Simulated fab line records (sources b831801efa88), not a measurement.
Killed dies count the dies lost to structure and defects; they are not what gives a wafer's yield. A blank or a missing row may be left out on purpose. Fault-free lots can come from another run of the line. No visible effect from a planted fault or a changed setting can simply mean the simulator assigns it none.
A struck lot beside a sound one / flow sky130 / 43 out of 708 route steps
Sound: the wafers L699.2, L699.3, L699.6. Struck: wafers L713.1, L713.5. (L713.6 of the same lot was not struck and is left out.) The cause comes at the end.
Order at every step that has rows: each side's tool, ch and its chambers, its first start. Under that, the readings that differ: sound wafers / struck wafers / difference of the means / sigmas: that difference in standard deviations of wafers without a fault.
alike: words and numbers the same on both sides, and readings whose means are apart by under 2 such deviations; not compared: readings that were withheld, readings missing a value for some wafer, numbers with overlapping values and no deviation given by the record, and bounds like >300 which may hide the same value.
The two part at a step that has a row with sigmas, a row that says differs or no value, or rows on one side only. When numbers do not overlap yet have no deviation, they are printed without sigmas and do not part them. Lack of a reading on every wafer of one side parts them only where that side has two or more wafers.

first, 6 steps without rows for these wafers: SKY_DNWELL_COAT_02 (resist thk 3000 nm); SKY_DNWELL_SOFTBAKE_03; SKY_DNWELL_EXPOSE_04 (exposes mask DNM, target cd 3000 nm); SKY_DNWELL_PEB_05; SKY_DNWELL_DEVELOP_06 (develop time 60 s); SKY_DNWELL_IMPLANT_07.
SKY_DNWELL_STRIP_08: strips in O2/N2.
  sound on plasma_asher-02 ch 0,1, day 3 16:17; struck on plasma_asher-04 ch 0, day 6 18:08
  alike: drypump_motor_current_A, oes_product_au, strip_time_to_endpoint_s
  not compared: rf_hours_counter_h
SKY_DNWELL_TW_MEAS_09:
  sound on film_metro-04 at day 3 16:23; struck on film_metro-01 at day 6 18:14
  alike: DNWELL_TW
then, 4 steps without rows for these wafers: SKY_PWDE_DEHYDRATE_00 (time 60 s); SKY_PWDE_HMDS_01 (prime time 60 s); SKY_PWDE_COAT_02 (resist thk 3000 nm); SKY_PWDE_SOFTBAKE_03.
SKY_PWDE_EXPOSE_04: exposes mask PWDEM, target cd 840 nm.
  sound on iline_stepper-02 ch 0, day 4 01:14; struck on iline_stepper-01 ch 0, day 7 03:21
  alike: mask
then, 2 steps without rows for these wafers: SKY_PWDE_PEB_05; SKY_PWDE_DEVELOP_06 (develop time 60 s).
SKY_PWDE_OVL_MEAS_07:
  sound on overlay-01 at day 4 09:24; struck on overlay-01 at day 7 12:32
  alike: PWDE_OVL
after that, 1 step had no rows for these wafers: SKY_PWDE_IMPLANT_08.
SKY_PWDE_STRIP_09: strips in O2/N2.
  sound on plasma_asher-02 ch 0, day 4 09:35; struck on plasma_asher-04 ch 0, day 7 12:43
reading=drypump_motor_current_A (A); sound=5.37 5.36 5.39; struck=6.08 6.08; difference=+0.71; sigmas=+3
  alike: oes_product_au, strip_time_to_endpoint_s
  not compared: rf_hours_counter_h
SKY_PWDE_TW_MEAS_10:
  sound on film_metro-01 at day 4 09:41; struck on film_metro-01 at day 7 12:49
  alike: PWDE_TW
then, 7 steps without rows for these wafers: SKY_NWELL_DEHYDRATE_03 (time 60 s); SKY_NWELL_HMDS_04 (prime time 60 s); SKY_NWELL_COAT_05 (resist thk 3000 nm); SKY_NWELL_SOFTBAKE_06; SKY_NWELL_EXPOSE_07 (exposes mask NWM, target cd 840 nm); SKY_NWELL_PEB_08; SKY_NWELL_DEVELOP_09 (develop time 60 s).
SKY_NWELL_OVL_MEAS_10:
  sound on overlay-01 at day 5 03:47; struck on overlay-02 at day 8 09:02
  alike: NWELL_00_OVL
then, 3 steps without rows for these wafers: SKY_NWELL_IMPLANT_11; SKY_NWELL_IMPLANT_12; SKY_NWELL_IMPLANT_13.
SKY_NWELL_STRIP_14: strips in O2/N2.
  sound on plasma_asher-01 ch 0,1, day 5 04:16; struck on plasma_asher-03 ch 0, day 8 09:31
  alike: drypump_motor_current_A, oes_product_au, strip_time_to_endpoint_s
  not compared: rf_hours_counter_h
SKY_NWELL_TW_MEAS_15:
  sound on film_metro-02 at day 5 04:23; struck on film_metro-02 at day 8 09:37
  alike: NWELL_TW
then, 7 steps without rows for these wafers: SKY_NWELL_DEHYDRATE_16 (time 60 s); SKY_NWELL_HMDS_17 (prime time 60 s); SKY_NWELL_COAT_18 (resist thk 3000 nm); SKY_NWELL_SOFTBAKE_19; SKY_NWELL_EXPOSE_20 (exposes mask NWM COMPLEMENT, target cd 840 nm); SKY_NWELL_PEB_21; SKY_NWELL_DEVELOP_22 (develop time 60 s).
SKY_NWELL_OVL_MEAS_23:
  sound on overlay-01 at day 5 23:11; struck on overlay-01 at day 9 05:48
  alike: NWELL_01_OVL
after that, 1 step had no rows for these wafers: SKY_NWELL_IMPLANT_24.
SKY_NWELL_STRIP_25: strips in O2/N2.
  sound on plasma_asher-03 ch 0,1, day 5 23:22; struck on plasma_asher-03 ch 0,1, day 9 05:59
reading=strip_time_to_endpoint_s (s); sound=36.63 36.77 36.79; struck=36.99 37.01; difference=+0.27; sigmas=+3
  alike: drypump_motor_current_A, oes_product_au
  not compared: rf_hours_counter_h
-- the record jumps here: 41 days lie between the struck wafers' starts before and after (it left off in module NWELL and takes up again in module PAD_OPEN, whose first step shown is number 708 of the route) --
SKY_PAD_OPEN_PROBE_99:
  sound on prober-01 at day 46 08:10; struck on prober-01 at day 49 19:21
reading=model.etest.res_p_drift_20v.width_nm (nm); sound=838.6 840.7 838; struck=863.2 870.7; difference=+27.9; sigmas=
  alike: killed_at_M0_to_M3, killed_at_M4_up, killed_at_contacts, killed_at_front_end, killed_at_other, killed_dies, killed_open, killed_short

## WHERE THEY PART
Earliest at SKY_PWDE_STRIP_09; latest, in this record, at SKY_NWELL_STRIP_25. Later steps at which nothing parts them and some readings are alike: SKY_PAD_OPEN_PROBE_99.

WHY: the cause the simulator had injected
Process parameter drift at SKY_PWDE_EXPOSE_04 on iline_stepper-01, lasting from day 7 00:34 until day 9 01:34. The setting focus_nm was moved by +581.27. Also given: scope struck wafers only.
